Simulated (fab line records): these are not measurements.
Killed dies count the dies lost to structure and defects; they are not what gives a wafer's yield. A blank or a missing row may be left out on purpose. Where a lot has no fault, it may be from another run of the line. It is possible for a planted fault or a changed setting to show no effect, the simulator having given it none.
Matching of chambers | flow sky130 | SKY_VIA1_CMP_24 on cmp-01: 4 sister chambers
The step polishes, stops on SiO2, t overpolish 15 s, target thk 0 nm. 4 wafers are shown with their chamber, then 12 later ones without.

== WAFERS PAIRED WITH THEIR CHAMBERS ==
wafer  | chamber | motor current A (A)
L086.4 | 3       | 9.7
L090.1 | 2       | 12.3
L090.5 | 0       | 11.5
L090.6 | 1       | 10.2

== WAFERS WITH NO CHAMBER GIVEN ==
wafer  | motor current A (A)
L091.1 | 12.0
L091.5 | 11.7
L091.6 | 10.5
L093.3 | 12.2
L093.4 | 11.2
L093.6 | 11.7
L095.1 | 11.4
L095.5 | 9.4
L095.6 | 11.4
L096.1 | 12.0
L096.2 | 11.6
L096.5 | 10.2

== CHAMBER TAKEN BY EACH ==
wafer  | from the rows above     | in truth
L091.1 | can't be placed: 2 or 0 | 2
L091.5 | can't be placed: 0 or 2 | 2
L091.6 | 1                       | 1
L093.3 | 2                       | 2
L093.4 | 0                       | 0
L093.6 | can't be placed: 0 or 2 | 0
L095.1 | 0                       | 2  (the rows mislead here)
L095.5 | 3                       | 3
L095.6 | 0                       | 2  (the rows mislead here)
L096.1 | can't be placed: 2 or 0 | 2
L096.2 | 0                       | 0
L096.5 | 1                       | 1
6 of 12 placed correctly. From these rows, 4 cannot be placed; in 4 the true chamber is one of the candidates. Placed wrongly: 2.
How it was worked out, from the rows above alone: a wafer's distance from a chamber is the root of the sum, over the readings, of the square of ((its reading less the chamber's mean) divided by the reading's scatter). The wafer belongs to the nearest chamber; if the next one is less than 2 further off, it can't be placed. For every chamber, the mean is computed from those of its wafers that are shown. The scatter (one wafer shown for each chamber): square how far every hidden wafer sits from the nearest shown wafer, average those squares and take the square root.
